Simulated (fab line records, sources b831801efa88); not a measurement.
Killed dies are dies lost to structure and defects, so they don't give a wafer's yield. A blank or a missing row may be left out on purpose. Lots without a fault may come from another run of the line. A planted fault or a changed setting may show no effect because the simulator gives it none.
Chamber matching | flow sfq_line | SFQ_TRILAYER_I2_VIA_BARC_OPEN_VIA_ETCH_096 on rie_diel-04: 4 sister chambers
The step etches BARC in O2, target depth 125 nm, time 41.7 s. 14 wafers are shown with their chamber, then 6 later ones without.

WAFERS WITH THEIR CHAMBER
wafer  | chamber | oes_product_au (a.u.) | bias_w (W)
L475.4 | 1       | 0.681                 | 79.83
L475.5 | 2       | 0.681                 | 80.13
L475.6 | 3       | 0.687                 | 79.86
L478.1 | 1       | 0.694                 | 80.36
L478.3 | 0       | 0.700                 | 80.27
L478.5 | 3       | 0.698                 | 79.93
L479.4 | 3       | 0.688                 | 80.29
L479.5 | 2       | 0.693                 | 79.79
L486.2 | 3       | 0.680                 | 79.62
L486.4 | 1       | 0.684                 | 80.04
L486.6 | 3       | 0.681                 | 80.06
L490.2 | 1       | 0.679                 | 79.79
L490.3 | 2       | 0.690                 | 79.71
L490.5 | 2       | 0.682                 | 80.13

SIGNATURES (means of the wafers above)
reading        | chamber 0 | chamber 1 | chamber 2 | chamber 3 | scatter within a chamber
oes_product_au | 0.70000   | 0.68450   | 0.68650   | 0.68680   | 0.00667
bias_w         | 80.2700   | 80.0050   | 79.9400   | 79.9520   | 0.244
Rule: a wafer's distance from a chamber is the root of the sum, over the readings, of the square of ((its reading less the chamber's mean) divided by the reading's scatter). The wafer belongs to the nearest chamber; if the next one is less than 2 further off, it can't be placed. The scatter: the root of (the sum of the squares of (reading less its chamber's mean) over the shown wafers, divided by (wafers less chambers)).

WAFERS WITHOUT THEIR CHAMBER
wafer  | oes_product_au (a.u.) | bias_w (W)
L492.1 | 0.683                 | 79.93
L492.2 | 0.681                 | 80.17
L492.6 | 0.685                 | 80.10
L493.2 | 0.686                 | 79.95
L493.4 | 0.681                 | 80.31
L493.6 | 0.687                 | 79.97

WHICH CHAMBER EACH WENT THROUGH
wafer  | from the rows above               | in truth
L492.1 | can't be placed: 1 or 2 or 3      | 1
L492.2 | can't be placed: 1 or 3 or 2      | 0
L492.6 | can't be placed: 1 or 3 or 2 or 0 | 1
L493.2 | can't be placed: 2 or 3 or 1      | 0
L493.4 | can't be placed: 1 or 3 or 2 or 0 | 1
L493.6 | can't be placed: 3 or 2 or 1      | 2
Placed correctly: 0 of 6. Can't be placed from these rows: 6 (the true chamber is among the candidates in 4). Placed wrongly: 0.
